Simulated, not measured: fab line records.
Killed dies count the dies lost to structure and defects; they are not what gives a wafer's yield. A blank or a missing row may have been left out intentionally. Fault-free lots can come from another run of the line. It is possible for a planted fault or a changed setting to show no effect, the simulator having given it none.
Which of the tools did it? | flow sky130 | 33 wafers from 11 lots sampled at 6 of the route's 708 steps

## WHAT EACH GAUGE READ, for each wafer
SKY_PWDE_TW_MEAS_10. Usual: PWDE_TW 372, standard deviation 3.8.
lot  | measured    | on            | PWDE_TW     | flag
L511 | day 3 16:36 | film_metro-01 | 368 368 369 |
L512 | day 4 03:05 | film_metro-02 | 379 376 378 |
L514 | day 4 11:53 | film_metro-02 | 379 377 379 |
L516 | day 5 04:47 | film_metro-03 | 371 374 375 |
L518 | day 5 17:16 | film_metro-02 | 375 372 376 |
L520 | day 6 04:27 | film_metro-01 | 366 368 367 |
L523 | day 6 17:58 | film_metro-03 | 462 460 461 | OFF
L526 | day 7 09:49 | film_metro-01 | 368 369 368 |
L529 | day 8 03:16 | film_metro-03 | 459 458 458 | OFF
L533 | day 9 18:16 | film_metro-03 | 375 375 375 |
L534 | day 9 18:37 | film_metro-02 | 375 374 374 |

SKY_NWELL_RS_MEAS_31: uses a four-point probe to measure. Usual: PWDE_RS 5279 ohm/sq, standard deviation 16.
lot  | measured     | on            | PWDE_RS (ohm/sq) | flag
L511 | day 5 01:21  | film_metro-01 | 5253 5258 5269   |
L512 | day 5 14:16  | film_metro-01 | 5248 5261 5243   |
L514 | day 5 23:26  | film_metro-02 | 5291 5320 5320   |
L516 | day 6 17:45  | film_metro-02 | 5301 5260 5280   |
L518 | day 7 08:04  | film_metro-03 | 5299 5294 5298   |
L520 | day 7 19:16  | film_metro-02 | 5295 5283 5272   |
L523 | day 8 08:03  | film_metro-03 | 3112 3124 3115   | OFF
L526 | day 9 02:22  | film_metro-02 | 5248 5265 5285   |
L529 | day 9 23:01  | film_metro-01 | 3112 3107 3117   | OFF
L533 | day 11 16:54 | film_metro-02 | 5265 5283 5287   |
L534 | day 11 17:16 | film_metro-01 | 5296 5298 5294   |

SKY_LDD_P_CD_MEAS_07: target cd 380 nm. Usual: 380.3 nm for cd_nm, sd 2.3.
lot  | measured     | on        | cd_nm (nm)        | flag
L511 | day 18 08:31 | cd_sem-02 | 379.5 379.2 382.1 |
L512 | day 18 23:28 | cd_sem-01 | 380.0 382.3 379.1 |
L514 | day 19 20:14 | cd_sem-02 | 377.6 378.4 376.0 |
L516 | day 21 06:36 | cd_sem-02 | 379.1 378.2 378.0 |
L518 | day 21 20:01 | cd_sem-02 | 378.4 380.8 378.9 |
L520 | day 22 18:49 | cd_sem-01 | 382.3 381.1 381.5 |
L523 | day 23 08:13 | cd_sem-02 | 376.5 379.6 379.5 |
L526 | day 24 13:14 | cd_sem-01 | 381.3 380.2 379.2 |
L529 | day 25 13:40 | cd_sem-01 | 383.6 381.8 382.5 |
L533 | day 27 16:04 | cd_sem-02 | 382.2 383.9 383.9 |
L534 | day 27 22:58 | cd_sem-02 | 379.0 378.1 376.4 |

SKY_SD_P_CD_MEAS_07: target cd 380 nm. Usual: 379.6 nm for cd_nm, sd 2.5.
lot  | measured     | on        | cd_nm (nm)        | flag
L511 | day 24 17:41 | cd_sem-02 | 379.7 377.9 380.1 |
L512 | day 25 09:10 | cd_sem-01 | 373.6 377.3 374.9 |
L514 | day 26 04:53 | cd_sem-01 | 381.2 378.7 379.2 |
L516 | day 27 12:27 | cd_sem-02 | 383.1 380.8 380.2 |
L518 | day 28 01:20 | cd_sem-01 | 384.1 382.2 384.9 |
L520 | day 28 23:58 | cd_sem-01 | 380.3 380.4 378.7 |
L523 | day 29 10:44 | cd_sem-01 | 377.8 380.8 378.9 |
L526 | day 31 11:31 | cd_sem-02 | 382.1 381.8 381.9 |
L529 | day 31 15:28 | cd_sem-01 | 381.9 381.8 382.5 |
L533 | day 33 11:02 | cd_sem-02 | 381.2 378.9 379.2 |
L534 | day 33 16:53 | cd_sem-01 | 373.3 374.6 373.4 |

## WHAT TOOL EACH LOT RAN ON (gives the tool, then ch and the chambers of the sampled wafers, and finally the start)
lot  | SKY_PWDE_IMPLANT_08            | SKY_POLY_CUT_STRIP_12
L511 | implanter-04 ch 0, day 3 16:21 | plasma_asher-03 ch 0,1, day 23 12:06
L512 | implanter-01 ch 0, day 4 02:53 | plasma_asher-03 ch 0,1, day 24 04:11
L514 | implanter-01 ch 0, day 4 11:39 | plasma_asher-03 ch 1, day 25 00:39
L516 | implanter-04 ch 0, day 5 04:34 | plasma_asher-01 ch 0,1, day 26 07:50
L518 | implanter-04 ch 0, day 5 17:00 | plasma_asher-03 ch 0,1, day 26 20:15
L520 | implanter-04 ch 0, day 6 04:12 | plasma_asher-03 ch 0,1, day 27 20:55
L523 | implanter-03 ch 0, day 6 17:22 | plasma_asher-02 ch 0,1, day 28 09:21
L526 | implanter-03 ch 0, day 7 09:34 | plasma_asher-03 ch 1, day 30 08:33
L529 | implanter-03 ch 0, day 8 02:42 | plasma_asher-02 ch 0,1, day 30 13:08
L533 | implanter-04 ch 0, day 9 18:01 | plasma_asher-03 ch 0,1, day 32 08:09
L534 | implanter-01 ch 0, day 9 18:22 | plasma_asher-01 ch 0,1, day 32 13:52
- SKY_PWDE_IMPLANT_08
- SKY_POLY_CUT_STRIP_12: strips in O2/N2.

## AS READ BY THE TOOLS THEMSELVES (means over the sampled wafers that have a number; for cases with no such wafer, the mark the record gives instead)
SKY_PWDE_IMPLANT_08. Usual: end_station_pressure_torr 4.96e-06 Torr, standard deviation 2.6e-07; faraday_current_uA 20.3, standard deviation 0.4.
lot  | tool         | end_station_pressure_torr (Torr) | faraday_current_uA | flag
L511 | implanter-04 | 4.96e-06                         | 20.3               |
L512 | implanter-01 | 4.87e-06                         | 20.1               |
L514 | implanter-01 | 5.25e-06                         | 20.4               |
L516 | implanter-04 | 4.80e-06                         | 20.4               |
L518 | implanter-04 | 4.94e-06                         | 20.2               |
L520 | implanter-04 | 4.95e-06                         | 20.5               |
L523 | implanter-03 | 4.95e-06                         | 20.4               |
L526 | implanter-03 | 4.87e-06                         | 20.6               |
L529 | implanter-03 | 4.84e-06                         | 20.5               |
L533 | implanter-04 | 5.02e-06                         | 20.6               |
L534 | implanter-01 | 4.85e-06                         | 20.1               |

SKY_POLY_CUT_STRIP_12. Usual: drypump_motor_current_A 5.8 A, standard deviation 0.48; n2_flow_sccm 300.1 sccm, standard deviation 0.9; oes_product_au 0.453 a.u., standard deviation 0.0041; strip_time_to_endpoint_s 5.355 s, standard deviation 0.014.
lot  | tool            | drypump_motor_current_A (A) | n2_flow_sccm (sccm) | oes_product_au (a.u.) | strip_time_to_endpoint_s (s) | flag
L511 | plasma_asher-03 | 6.1                         | 301.4               | 0.453                 | 5.339                        |
L512 | plasma_asher-03 | 5.7                         | 298.9               | 0.453                 | 5.347                        |
L514 | plasma_asher-03 | 6.4                         | 299.8               | 0.454                 | 5.348                        |
L516 | plasma_asher-01 | 5.2                         | 299.3               | 0.457                 | 5.367                        |
L518 | plasma_asher-03 | 5.7                         | 299.7               | 0.453                 | 5.350                        |
L520 | plasma_asher-03 | 5.7                         | 300.5               | 0.455                 | 5.362                        |
L523 | plasma_asher-02 | 6.0                         | 300.0               | 0.450                 | 5.366                        |
L526 | plasma_asher-03 | 6.4                         | 300.1               | 0.456                 | 5.352                        |
L529 | plasma_asher-02 | 6.0                         | 300.0               | 0.455                 | 5.363                        |
L533 | plasma_asher-03 | 5.7                         | 300.1               | 0.451                 | 5.347                        |
L534 | plasma_asher-01 | 5.2                         | 299.4               | 0.451                 | 5.344                        |

## THE ANSWER, worked out from the rows above alone
Rule: lot off if the mean of its wafers having a number is beyond 3 standard deviations from the usual mean. Also off: a lot with no number at a reading for which 4 or more lots have one. Where the step has rows for the other lots, those lots are counted as sound. Order of review: gauges by route order, followed by the tools' own readings, for which a lot's mean as printed above is used. At the first step where some lot is off, the reading lying furthest off is the one used; lots without a number count as furthest.
Off: L523, L529, seen at SKY_PWDE_TW_MEAS_10 (PWDE_TW).
If a tool, at a process step before that reading, ran all the lots that are off and no sound lot after the first of them, it fits. The gauges at SKY_PWDE_TW_MEAS_10 are tried like those tools. None of those tried fits.

## WHAT THE SIMULATOR HAD PUT IN
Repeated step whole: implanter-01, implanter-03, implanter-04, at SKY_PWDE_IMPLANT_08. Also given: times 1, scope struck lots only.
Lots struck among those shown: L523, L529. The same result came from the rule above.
